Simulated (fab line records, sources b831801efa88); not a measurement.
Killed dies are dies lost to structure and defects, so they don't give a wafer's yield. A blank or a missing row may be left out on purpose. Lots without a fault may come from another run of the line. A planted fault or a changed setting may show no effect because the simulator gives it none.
Which tool did it? | flow gf180mcu | 6 lots, 18 wafers sampled, at 3 steps of a route of 602

WHAT THE GAUGES READ, wafer by wafer
GF_V1_BOW_MEAS_05.
lot  | measured     | on            | V1_BOW (um)
L606 | day 17 15:10 | film_metro-01 | 88 77 76
L607 | day 18 02:23 | film_metro-01 | 78 80 82
L610 | day 18 21:31 | film_metro-01 | 90 74 85
L615 | day 20 17:17 | film_metro-01 | 88 85 87
L625 | day 24 14:54 | film_metro-02 | 90 93 93
L626 | day 25 04:19 | film_metro-01 | 84 67 88

WHICH TOOL RAN EACH LOT (tool, then ch and the chambers of the sampled wafers, then the start)
lot  | GF_HV_LDD_STRIP_49                   | GF_NSD_STRIP_11
L606 | plasma_asher-01 ch 0,1, day 12 18:10 | plasma_asher-04 ch 0,1, day 13 17:47
L607 | plasma_asher-02 ch 0,1, day 13 03:38 | plasma_asher-02 ch 0,1, day 14 04:11
L610 | plasma_asher-04 ch 0,1, day 13 20:53 | plasma_asher-03 ch 0,1, day 14 21:16
L615 | plasma_asher-04 ch 0,1, day 15 11:10 | plasma_asher-03 ch 0,1, day 16 13:40
L625 | plasma_asher-02 ch 0,1, day 19 10:26 | plasma_asher-04 ch 0,1, day 20 15:02
L626 | plasma_asher-02 ch 0,1, day 20 02:14 | plasma_asher-04 ch 1, day 21 05:17
- GF_HV_LDD_STRIP_49: strips in O2/N2.
- GF_NSD_STRIP_11: strips in O2/N2.

THE ANSWER, worked out from the rows above alone
Rule: what is usual is taken from the lots themselves. Put in order of their means at a reading, lots are off if they are a third of the lots or fewer, leave a main group of 4 or more, and stand apart from it by a gap of 3 or more times the standard deviation of the main group's means; of several such gaps the widest counts. A main group whose means are all the same, to the digits that the tables above print for the reading, isn't used. A lot without any number at a reading at which 4 lots or more have one is off too. The other lots that the step has rows for count as sound.
No lot is off at any reading shown: from this, nothing can be told.

WHAT THE SIMULATOR HAD PUT IN
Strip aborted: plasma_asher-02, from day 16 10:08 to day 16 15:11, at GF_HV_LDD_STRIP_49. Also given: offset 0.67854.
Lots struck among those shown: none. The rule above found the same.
